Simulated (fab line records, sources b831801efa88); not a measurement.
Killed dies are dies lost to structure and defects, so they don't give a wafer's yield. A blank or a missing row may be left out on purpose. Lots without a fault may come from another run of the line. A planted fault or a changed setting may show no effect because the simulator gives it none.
A struck lot beside a sound one | flow sky130 | 43 steps out of a route of 708
Sound: wafers L337.4, L337.5, L337.6. Struck: wafers L351.2, L351.4, L351.5. The cause comes at the end.
At each step with rows: each side's tool, then ch and its chambers, then its first start. Under that, the readings that differ: sound wafers | struck wafers | difference of the means | sigmas: that difference in standard deviations of wafers without a fault.
alike: readings whose means differ by less than 2 such deviations, and words and numbers that are the same on both sides. not compared: withheld readings, readings that some wafer has no value for, bounds like >300 that may hide the same value, and numbers for which the record gives no deviation and whose values overlap.
The two part at a step that has a row with sigmas, a row that says differs or no value, or rows on one side only. Numbers that don't overlap but have no deviation are shown without sigmas and don't part them. A reading that every wafer of one side lacks parts them only if that side has two wafers or more.

first, 1 step without rows for these wafers: SKY_VIA1_ETCH_14 (etches BARC in N2/H2, stops on SiO2, time 45.9 s, target depth 60 nm).
SKY_VIA1_ETCH_15: etches SiO2 in C4F8/O2/Ar, stops on TiN, target depth 351 nm, time 54 s.
  sound on rie_diel-04 ch 0,1,3, day 34 22:30; struck on rie_diel-04 ch 0,2, day 39 18:02
  alike: bias_w, oes_product_au, rf_fwd_power_W
  not compared: rf_hours_counter_h
then, 4 steps without rows for these wafers: SKY_VIA1_STRIP_16 (strips in O2/N2); SKY_VIA1_STRIP_17 (strips in post etch residue remover, time 1200 s); SKY_VIA1_CLEAN_18 (cleans in IPA, time 180 s); SKY_VIA1_CLEAN_19 (cleans in O3/DIW).
SKY_VIA1_SPUTTER_20: material TiN, target thk 20 nm, time 80 s.
  sound on pvd_sputter-02, day 34 23:09; struck on pvd_sputter-02, day 39 18:43
  alike: throttle_valve_pct
then, 1 step without rows for these wafers: SKY_VIA1_CVD_21 (deposits W, target thk 270 nm, time 80.902 s).
SKY_VIA1_RS_MEAS_22: measures by four-point-probe.
  sound on film_metro-02, day 34 23:22; struck on film_metro-03, day 39 18:53
  alike: VIA1_W_RS
SKY_VIA1_THK_MEAS_23: measures by xrf.
  sound on film_metro-02, day 34 23:28; struck on film_metro-03, day 39 18:59
  alike: VIA1_W_THK
SKY_VIA1_CMP_24: polishes, stops on SiO2, t overpolish 15 s, target thk 0 nm.
  sound on cmp-02 ch 0,1, day 34 23:32; struck on cmp-02 ch 0,2,3, day 39 19:02
  alike: head_pressure_psi, motor_current_A, overpolish_run_s, time_to_endpoint_s
then, 1 step without rows for these wafers: SKY_METAL2_SPUTTER_00 (material Ti, target thk 15 nm, time 10 s).
SKY_METAL2_SPUTTER_01: material TiN, target thk 20 nm, time 16.7 s.
  sound on pvd_sputter-03, day 34 23:49; struck on pvd_sputter-04, day 39 19:22
  alike: throttle_valve_pct
then, 2 steps without rows for these wafers: SKY_METAL2_SPUTTER_02 (material AlCu, target thk 250 nm, time 13.3 s); SKY_METAL2_SPUTTER_03 (material Ti, target thk 5 nm, time 3.3 s).
SKY_METAL2_SPUTTER_04: material TiN, target thk 70 nm, time 58.3 s.
  sound on pvd_sputter-03, day 34 23:53; struck on pvd_sputter-04, day 39 19:26
  alike: throttle_valve_pct
SKY_METAL2_RS_MEAS_05: measures by four-point-probe.
  sound on film_metro-04, day 34 23:59; struck on film_metro-01, day 39 19:30
  alike: METAL2_ALCU_RS
SKY_METAL2_THK_MEAS_06: measures by xrf.
  sound on film_metro-04, day 35 00:05; struck on film_metro-01, day 39 19:37
  alike: METAL2_ALCU_THK
then, 8 steps without rows for these wafers: SKY_METAL2_DEHYDRATE_07 (time 60 s); SKY_METAL2_HMDS_08 (prime time 60 s); SKY_METAL2_COAT_09 (resist thk 60 nm); SKY_METAL2_COAT_10 (resist thk 450 nm); SKY_METAL2_SOFTBAKE_11 (time 90 s); SKY_METAL2_EXPOSE_12 (exposes mask MM2, target cd 140 nm); SKY_METAL2_PEB_13; SKY_METAL2_DEVELOP_14 (develop time 60 s).
SKY_METAL2_CD_MEAS_15: target cd 140 nm.
  sound on cd_sem-02, day 36 02:58; struck on cd_sem-01, day 40 19:44
  alike: cd_nm
SKY_METAL2_OVL_MEAS_16:
  sound on overlay-02, day 36 03:02; struck on overlay-01, day 40 19:51
  alike: METAL2_OVL
then, 8 steps without rows for these wafers: SKY_METAL2_DESCUM_17 (chemistry O2, time 8 s); SKY_METAL2_ETCH_18 (etches BARC in N2/H2, stops on SiO2, time 45.9 s, target depth 60 nm); SKY_METAL2_METAL_ETCH_19 (etches the open film in Cl2/BCl3, stops on SiO2, target depth 360 nm, time 78 s); SKY_METAL2_STRIP_20 (strips in O2/N2); SKY_METAL2_STRIP_21 (strips in post etch residue remover, time 1200 s); SKY_METAL2_CLEAN_22 (cleans in IPA, time 180 s); SKY_METAL2_CLEAN_23 (cleans in O3/DIW); SKY_VIA2_HDPCVD_00 (deposits SiO2, target thk 1180 nm, time 196.7 s).
SKY_VIA2_THK_MEAS_01:
  sound on film_metro-01, day 36 04:00; struck on film_metro-04, day 40 20:56
  alike: VIA2_HDPCVD_THK
SKY_VIA2_CMP_02: polishes SiO2.
  sound on cmp-01 ch 2,3, day 36 04:02; struck on cmp-01 ch 0,3, day 40 21:09
  reading             | sound          | struck         | difference | sigmas
  motor_current_A (A) | 13.4 13.8 13.0 | 10.3 11.9 11.1 | -2.3       | -2
  alike: head_pressure_psi
SKY_VIA2_BOW_MEAS_03:
  sound on film_metro-04, day 36 04:23; struck on film_metro-01, day 40 21:28
  alike: VIA2_BOW
then, 3 steps without rows for these wafers: SKY_VIA2_DEHYDRATE_04 (time 60 s); SKY_VIA2_HMDS_05 (prime time 60 s); SKY_VIA2_COAT_06 (resist thk 60 nm).
-- the record jumps here: 9 days lie between the struck wafers' starts before and after (it left off in module VIA2 and takes up again in module PAD_OPEN, whose first step shown is number 708 of the route) --
SKY_PAD_OPEN_PROBE_99:
  sound on prober-01, day 46 22:32; struck on prober-02, day 50 00:46
  reading                               | sound            | struck            | difference | sigmas
  defect_limited_yield (%)              | 81.5 83.3 84.1   | 81.3 76.6 75.6    | -5.1       | -3
  killed_at_M0_to_M3                    | 40 43 49         | 54 88 84          | +31        | +4
  killed_dies                           | 91 82 78         | 92 115 120        | +25        | +3
  sort_bin_3_pad_short (%)              | 0 0.4 0.4        | 1.0 2.2 2.0       | +1.5       | +3
  sort_bin_5_function (%)               | 11.8 9.8 8.1     | 10.2 14.6 14.0    | +3.0       | +2
  sort_n_pass                           | 401 410 414      | 400 377 372       | -25        | -3
  sort_yield_pct (%)                    | 81.5 83.3 84.1   | 81.3 76.6 75.6    | -5.1       | -3
  model.etest.tester.sort_n_pass        | 401 410 414      | 400 377 372       | -25        |
  model.etest.tester.sort_yield_pct (%) | 81.5 83.33 84.15 | 81.3 76.63 75.61  | -5.1       |
  model.etest.tester.sort_bin_3_pct (%) | 0 0.4065 0.4065  | 1.016 2.236 2.033 | +1.491     |
  alike: killed_at_M4_up, killed_at_contacts, killed_at_front_end, killed_at_other, killed_open, killed_short, sort_bin_6_memory
  not compared: model.etest.tester.sort_bin_5_pct

WHERE THEY PART
First at SKY_VIA2_CMP_02; last, within this record, at SKY_PAD_OPEN_PROBE_99.

WHY: what the simulator had put in
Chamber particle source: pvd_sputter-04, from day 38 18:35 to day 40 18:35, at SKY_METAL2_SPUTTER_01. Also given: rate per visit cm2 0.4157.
